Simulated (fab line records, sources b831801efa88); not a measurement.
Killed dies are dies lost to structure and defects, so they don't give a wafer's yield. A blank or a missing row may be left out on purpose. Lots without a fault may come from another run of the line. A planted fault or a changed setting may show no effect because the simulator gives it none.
Problem report in the 8D (eight disciplines) form, filled by code | flow sky130 | the parts of the form that need people (team, actions taken, sign-off) are left out

1. THE PROBLEM
LDD_LDN_OVL at SKY_LDD_LDN_OVL_MEAS_07 reads a mean of -53.9 nm on 12 wafers of 4 lots; wafers without a fault read 0.3 nm with a standard deviation of 1.4. That is -39 standard deviations from the usual mean.
First seen on wafer L676.2, day 25 01:57, on overlay-01. The record holds 39 wafers of 13 lots with a number at this step. Rule for "out", or "out of limits": more than 4 standard deviations from the usual mean. The other wafers with a number count as sound.

2. WHAT IT IS AND WHAT IT IS NOT
question                    | is                     | is not
which readings at this step | LDD_LDN_OVL            | -
which lots                  | L676, L678, L679, L680 | L671, L672, L673, L681, L685, L686, L687, L688, L690
which wafers of those lots  | all that have a number | -
read on which gauges        | overlay-01             | overlay-02
when                        | from day 25 01:57      | up to then (9 sound wafers); but 18 sound wafers of L681, L685, L686, L687, L688, L690 came after

3. SUSPECTS, AND WHAT RULES EACH OUT
Counting: a tool at a process step up to the reading stays a suspect if it ran every lot that is out and no sound lot after the first of them.
- the gauge at SKY_LDD_LDN_OVL_MEAS_07: kept. All the wafers that are out were read on overlay-01, and no step on other tools shows them out.
- iline_stepper-02 at SKY_LDD_LDN_EXPOSE_04 (exposes mask LDNTM, target cd 700 nm): kept. It ran every lot that is out, first L676 (day 24 10:40), and no sound lot after that; its last sound lot up to then is L672 (day 22 10:12).
Left after counting: iline_stepper-02 at SKY_LDD_LDN_EXPOSE_04, overlay-01 at SKY_LDD_LDN_OVL_MEAS_07.

4. THE CAUSE (what the simulator had put in)
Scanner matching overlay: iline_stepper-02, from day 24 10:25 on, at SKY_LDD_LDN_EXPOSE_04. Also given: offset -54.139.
Counting left 2 suspects, and this tool is among them.

5. THE CHAIN OF EFFECTS, in route order
Each row: a reading whose mean over the struck wafers that have a number lies more than 3 standard deviations from the usual. Only readings for which the record gives a usual standard deviation are gone through. hours: the time from each lot's start at the first step in this table that gives one to its start at this step, as a median over the lots. sigmas: the change in usual standard deviations.
hours | step                    | reading     | usual  | on struck wafers | change | sigmas
0     | SKY_LDD_LDN_OVL_MEAS_07 | LDD_LDN_OVL | 0.3 nm | -53.9            | -54.2  | -39

6. WHAT WOULD HAVE CAUGHT IT SOONER
In this record the first reading out of limits at a measuring or inspecting step was taken at day 25 01:57, 16 hours after the fault began at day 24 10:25.
Of the lots that are out (4), L678, L679, L680 began SKY_LDD_LDN_EXPOSE_04 on iline_stepper-02 after day 25 01:57. A hold on the tool at that time would have spared those 3.
